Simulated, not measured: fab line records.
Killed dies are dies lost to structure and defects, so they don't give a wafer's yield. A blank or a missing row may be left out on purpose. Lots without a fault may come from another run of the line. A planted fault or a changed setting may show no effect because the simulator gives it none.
2 desks looking at one fault -- flow gf180mcu -- numbers are kept per desk, each desk with only its own; the story behind them comes last

## AT THE METROLOGY DESK
Lot by lot, what the gauges showed, no matter which tool ran the lot: averages of those sampled wafers that carry a number. The brackets show how far a lot's mean lies from the usual mean; more than 4 standard deviations puts the lot out of limits, marked OUT.
Columns: A = PASSIVATION_CVD_00_THK at GF_PASSIVATION_THK_MEAS_01, usual 1001 nm
lot,first seen here,A
L449,day 28 01:28,999
L450,day 28 12:41,1008
L451,day 28 18:31,992
L452,day 29 02:32,996
L453,day 29 12:55,1008
L455,day 29 21:59,1004
L456,day 30 04:05,1014
L457,day 30 20:10,985
L463,day 32 07:04,991
L467,day 33 03:15,1011
L469,day 33 16:46,998
L471,day 34 01:31,990
L472,day 34 07:23,989
This desk's verdict: no lot among the 13 shows anything out of limits.

## AT THE TOOL OWNER'S DESK: rie_si-01
The tool's own readings at GF_STI_ETCH_14 (etches Si in HBr/Cl2/O2, target depth 360 nm, time 102.9 s): means of the sampled wafers that have a number, for each lot that ran on this tool. The brackets show how far a lot's mean lies from the usual mean; more than 4 standard deviations puts the lot out of limits, marked OUT.
Columns: A = drypump_motor_current_A at GF_STI_ETCH_14, usual 5.5 A; B = oes_product_au at GF_STI_ETCH_14, usual 1.001 a.u.; C = throttle_valve_pct at GF_STI_ETCH_14, usual 25.656 %
lot,first seen here,A,B,C
L450,day 2 08:34,4.9,1.002,25.652
L451,day 2 13:40,5.2,1.004,25.654
L452,day 2 17:22,5.2,0.997,25.650
L455,day 3 07:25,5.9,1.005,25.659
L457,day 3 20:43,5.2,1.007,25.651
L471,day 6 18:22,5.2,1.006,25.652
This desk's verdict: no lot among the 6 shows anything out of limits.

## BROUGHT TOGETHER
At the metrology desk, nothing out of limits was observed.
The desk of the tool owner found nothing out of limits.

## WHAT HAD BEEN PUT IN BY THE SIMULATOR
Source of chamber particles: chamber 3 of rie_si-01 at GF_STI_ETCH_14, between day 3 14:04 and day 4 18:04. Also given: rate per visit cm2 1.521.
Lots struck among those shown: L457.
